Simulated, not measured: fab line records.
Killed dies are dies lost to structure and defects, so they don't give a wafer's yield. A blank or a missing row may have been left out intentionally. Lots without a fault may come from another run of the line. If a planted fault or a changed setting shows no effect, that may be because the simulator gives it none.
Struck lot and sound lot, side by side :: flow gf180mcu :: 14 steps out of a route of 602
Sound: the wafers L665.3, L665.4, L665.6. Wafers struck: L659.1, L659.2, L659.5. The cause is named last.
Order at every step that has rows: each side's tool, ch and its chambers, its first start. Under that, the readings that differ: sound wafers :: struck wafers :: difference of the means :: sigmas: that difference in standard deviations of wafers without a fault.
alike: a reading whose means differ by less than 2 such deviations, as well as words and numbers matching on both sides. not compared: withheld readings; readings where some wafer has no value; bounds like >300 that might hide an equal value; numbers whose values overlap and for which the record gives no deviation.
The two part at a step that has a row with sigmas, a row that says differs or no value, or rows on one side only. When numbers do not overlap yet have no deviation, they are printed without sigmas and do not part them. A reading that every wafer of one side lacks parts them only if that side has two wafers or more.

GF_V2_STRIP_18: strips in O2/N2.
  sound on plasma_asher-02 ch 0,1, day 24 16:35; struck on plasma_asher-04 ch 0,1, day 22 13:54
  alike: drypump_motor_current_A, heater_power_w, oes_product_au
  not compared: rf_hours_counter_h
then, 2 steps without rows for these wafers: GF_V2_STRIP_19 (strips in post etch residue remover, time 1200 s); GF_V2_CLEAN_20 (cleans in DIW).
GF_V2_SPUTTER_21: material Ti, target thk 15 nm, time 80.02 s.
  sound: pvd_sputter-04 at day 24 17:05; struck: pvd_sputter-01 at day 22 14:26
reading: substrate_temp_c (C)
sound: 200.16 200.19 200.35
struck: 199.76 199.88 200.03
difference: -0.34
sigmas: -2
  alike: cathode_dc_power_W, chamber_pressure_pa, throttle_valve_pct
GF_V2_SPUTTER_22: material TiN, target thk 10 nm, time 40 s.
  sound: pvd_sputter-04 at day 24 17:09; struck: pvd_sputter-01 at day 22 14:30
  alike: cathode_dc_power_W, chamber_pressure_pa, throttle_valve_pct
GF_V2_CVD_23: deposits W, target thk 350 nm, time 104.94 s.
  sound on cvd_w-01 ch 0,1, day 24 17:14; struck on cvd_w-02 ch 0,1, day 22 14:32
  alike: heater_power_w
GF_V2_RS_MEAS_24: measures by four-point-probe.
  sound: film_metro-04 at day 24 17:20; struck: film_metro-02 at day 22 14:39
  alike: V2_W_RS
GF_V2_THK_MEAS_25: measures by xrf.
  sound: film_metro-04 at day 24 17:26; struck: film_metro-02 at day 22 14:46
  alike: V2_W_THK
GF_V2_CMP_26: polishes, stops on SiO2, t overpolish 15 s, target thk 0 nm.
  sound on cmp-01 ch 0,3, day 24 17:29; struck on cmp-02 ch 1,2,3, day 22 14:56
  alike: motor_current_A, overpolish_run_s, time_to_endpoint_s
then, 3 steps without rows for these wafers: GF_M3_SPUTTER_00 (material Ti, target thk 37.5 nm, time 150 s); GF_M3_SPUTTER_01 (material TiN, target thk 30 nm, time 25 s); GF_M3_SPUTTER_02 (material AlCu, target thk 450 nm, time 23.9 s).
GF_M3_SPUTTER_03: material Ti, target thk 10 nm, time 6.7 s.
  sound: pvd_sputter-01 at day 24 17:56; struck: pvd_sputter-03 at day 22 15:17
  no value came back on the struck wafers for cathode_dc_power_W (W), chamber_pressure_pa (Pa), substrate_temp_c (C), throttle_valve_pct (%); on the sound wafers cathode_dc_power_W (W) reads 3000.2 2999.6 3000.2
then, 1 step without rows for these wafers: GF_M3_SPUTTER_04 (material TiN, target thk 50 nm, time 41.7 s).

== WHERE THEY PART ==
Last at GF_M3_SPUTTER_03 as far as this record goes, first at GF_V2_SPUTTER_21.

WHY: whatever the simulator had introduced
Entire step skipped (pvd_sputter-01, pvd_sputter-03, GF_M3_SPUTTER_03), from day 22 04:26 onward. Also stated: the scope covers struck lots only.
